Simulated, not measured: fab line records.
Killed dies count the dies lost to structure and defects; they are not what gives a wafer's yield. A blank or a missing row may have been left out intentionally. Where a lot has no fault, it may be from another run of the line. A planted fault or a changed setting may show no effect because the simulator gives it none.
Which tool was responsible? | flow sky130 | Sampling: 10 lots, 30 wafers, 5 of 708 route steps

== WHAT THE GAUGES READ, wafer by wafer ==
SKY_PASSIVATION_THK_MEAS_03.
lot  | measured     | on           | PASSIVATION_CVD_02_THK (nm)
L317 | day 44 09:02 | filmMetro-02 | 541 544 546
L318 | day 44 21:47 | filmMetro-04 | 535 539 544
L319 | day 45 02:54 | filmMetro-04 | 546 549 544
L321 | day 45 11:52 | filmMetro-02 | 543 540 546
L327 | day 47 09:41 | filmMetro-03 | 546 533 547
L328 | day 47 14:17 | filmMetro-02 | 534 521 536
L329 | day 47 18:14 | filmMetro-03 | 537 527 542
L334 | day 48 14:32 | filmMetro-03 | 970 980 995
L336 | day 49 01:10 | filmMetro-04 | 968 983 979
L337 | day 49 07:48 | filmMetro-04 | 534 530 532

== WHAT TOOL EACH LOT RAN ON (gives the tool, then ch and the chambers of the sampled wafers, and finally the start) ==
lot  | SKY_METAL4_DESCUM_15             | SKY_METAL4_ETCH_16               | SKY_METAL5_SPUTTER_00       | SKY_PASSIVATION_CVD_02
L317 | rieMetal-04 ch 0, day 42 07:15   | rieMetal-04 ch 0, day 42 07:20   | pvdSputter-02, day 43 08:59 | pecvd-02 ch 0,1, day 44 08:47
L318 | rieMetal-04 ch 0,1, day 42 19:45 | rieMetal-04 ch 0,1, day 42 19:47 | pvdSputter-02, day 43 22:09 | pecvd-02 ch 0,1,2, day 44 21:34
L319 | rieMetal-04 ch 0,1, day 43 02:52 | rieMetal-04 ch 0,1, day 43 02:55 | pvdSputter-03, day 44 04:08 | pecvd-02 ch 0,1, day 45 02:39
L321 | rieMetal-03 ch 0,1, day 43 12:30 | rieMetal-03 ch 0,1, day 43 12:32 | pvdSputter-04, day 44 13:38 | pecvd-01 ch 1,2, day 45 11:37
L327 | rieMetal-04 ch 0,1, day 45 14:29 | rieMetal-04 ch 0,1, day 45 14:31 | pvdSputter-04, day 46 13:11 | pecvd-03 ch 0,1, day 47 09:27
L328 | rieMetal-03 ch 0,1, day 45 19:10 | rieMetal-03 ch 0,1, day 45 19:13 | pvdSputter-03, day 46 18:01 | pecvd-03 ch 0,1, day 47 14:04
L329 | rieMetal-02 ch 0,1, day 45 22:04 | rieMetal-02 ch 0,1, day 45 22:07 | pvdSputter-03, day 46 21:26 | pecvd-03 ch 0,1, day 47 18:01
L334 | rieMetal-04 ch 0,1, day 46 21:24 | rieMetal-04 ch 0,1, day 46 21:26 | pvdSputter-03, day 47 19:01 | pecvd-03 ch 0,1, day 48 14:13
L336 | rieMetal-02 ch 1, day 47 06:59   | rieMetal-02 ch 1, day 47 07:01   | pvdSputter-02, day 48 04:26 | pecvd-03 ch 0,2, day 49 00:55
L337 | rieMetal-04 ch 0, day 47 13:54   | rieMetal-04 ch 0, day 47 13:58   | pvdSputter-04, day 48 12:05 | pecvd-02 ch 0,1,2, day 49 07:34
- SKY_METAL4_DESCUM_15: chemistry O2, time 8 s.
- SKY_METAL4_ETCH_16: etches BARC in N2/H2, stops on SiO2, time 88.2 s, target depth 60 nm.
- SKY_METAL5_SPUTTER_00: material Ti, target thk 15 nm, time 10 s.
- SKY_PASSIVATION_CVD_02: deposits Si3N4, target thk 540 nm.

== WHAT THE TOOLS THEMSELVES READ (means of the sampled wafers that have a number; where no wafer has one, the mark that the record gives instead) ==
SKY_METAL4_DESCUM_15.
lot  | tool        | chamberPressureMTorr (mTorr) | drypumpMotorCurrentA (A) | oesProductAu (a.u.)
L317 | rieMetal-04 | 9.995                        | 6.12                     | 0.995
L318 | rieMetal-04 | 10.012                       | 6.37                     | 1.010
L319 | rieMetal-04 | 9.998                        | 6.34                     | 1.002
L321 | rieMetal-03 | 9.999                        | 5.93                     | 1.026
L327 | rieMetal-04 | 9.997                        | 6.35                     | 0.996
L328 | rieMetal-03 | 10.005                       | 5.74                     | 1.019
L329 | rieMetal-02 | 10.001                       | 6.08                     | 1.011
L334 | rieMetal-04 | 9.998                        | 6.34                     | 1.010
L336 | rieMetal-02 | 9.993                        | 6.03                     | 1.014
L337 | rieMetal-04 | 10.001                       | 6.11                     | 0.994

SKY_METAL4_ETCH_16.
lot  | tool        | chamberPressureMTorr (mTorr) | drypumpMotorCurrentA (A) | oesProductAu (a.u.) | throttleValvePct (%)
L317 | rieMetal-04 | 29.994                       | 6.11                     | 0.625               | 13.207
L318 | rieMetal-04 | 30.024                       | 6.36                     | 0.631               | 13.203
L319 | rieMetal-04 | 29.974                       | 6.37                     | 0.628               | 13.206
L321 | rieMetal-03 | 29.991                       | 5.93                     | 0.624               | 13.206
L327 | rieMetal-04 | 29.994                       | 6.37                     | 0.622               | 13.209
L328 | rieMetal-03 | 30.001                       | 5.75                     | 0.627               | 13.208
L329 | rieMetal-02 | 29.965                       | 6.10                     | 0.620               | 13.215
L334 | rieMetal-04 | 29.980                       | 6.38                     | 0.625               | 13.201
L336 | rieMetal-02 | 29.981                       | 6.05                     | 0.627               | 13.209
L337 | rieMetal-04 | 29.995                       | 6.14                     | 0.627               | 13.197

SKY_METAL5_SPUTTER_00.
lot  | tool          | cathodeDcPowerW (W) | throttleValvePct (%)
L317 | pvdSputter-02 | 3000.1              | 31.0
L318 | pvdSputter-02 | 2999.7              | 31.0
L319 | pvdSputter-03 | 2999.9              | 30.4
L321 | pvdSputter-04 | 2999.2              | 31.3
L327 | pvdSputter-04 | 2999.9              | 31.3
L328 | pvdSputter-03 | 3000.0              | 31.0
L329 | pvdSputter-03 | 2999.9              | 30.3
L334 | pvdSputter-03 | 3000.0              | 30.4
L336 | pvdSputter-02 | 3000.3              | 31.3
L337 | pvdSputter-04 | 3000.8              | 31.2

SKY_PASSIVATION_CVD_02.
lot  | tool     | heaterPowerW (W) | susceptorTempC (C)
L317 | pecvd-02 | 708              | 399.93
L318 | pecvd-02 | 691              | 400.02
L319 | pecvd-02 | 718              | 399.96
L321 | pecvd-01 | 796              | 399.64
L327 | pecvd-03 | 874              | 400.09
L328 | pecvd-03 | 882              | 399.87
L329 | pecvd-03 | 814              | 400.21
L334 | pecvd-03 | 844              | 400.02
L336 | pecvd-03 | 867              | 399.92
L337 | pecvd-02 | 675              | 400.15

== THE ANSWER, worked out from the rows above alone ==
Rule: the lots themselves supply what counts as usual. Put in order of their means at a reading, lots are off if they are a third of the lots or fewer, leave a main group of 4 or more, and stand apart from it by a gap of 3 or more times the standard deviation of the main group's means; of several such gaps the widest counts. Not used: any main group whose means are identical at the precision the tables above print for the reading. A lot without any number at a reading at which 4 lots or more have one is off too. Any other lot the step has rows for is counted as sound. After the gauges, taken in route order, come the tools' own readings; for these a lot's mean is taken, as printed above. The first step at which some lot is off is used, and at that step the reading that is off furthest; a lot without a number counts as furthest.
Off: at SKY_PASSIVATION_THK_MEAS_03 (PASSIVATION_CVD_02_THK), L334, L336. Main group: mean 539 nm, sd 5.5.
If a tool, at a process step before that reading, ran all the lots that are off and no sound lot after the first of them, it fits. Those tools and the gauges at SKY_PASSIVATION_THK_MEAS_03 are tried in the same way. One fits: pecvd-03 at SKY_PASSIVATION_CVD_02. A fault onset in the window from L329 (day 47 18:01, its last sound lot) to L334 (day 48 14:13, its first lot off) fits.

== WHAT HAD BEEN PUT IN BY THE SIMULATOR ==
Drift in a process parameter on pecvd-03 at SKY_PASSIVATION_CVD_02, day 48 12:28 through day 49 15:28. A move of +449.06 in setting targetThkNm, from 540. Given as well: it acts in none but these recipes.
Struck lots among those shown: L334, L336. The same result came from the rule above.
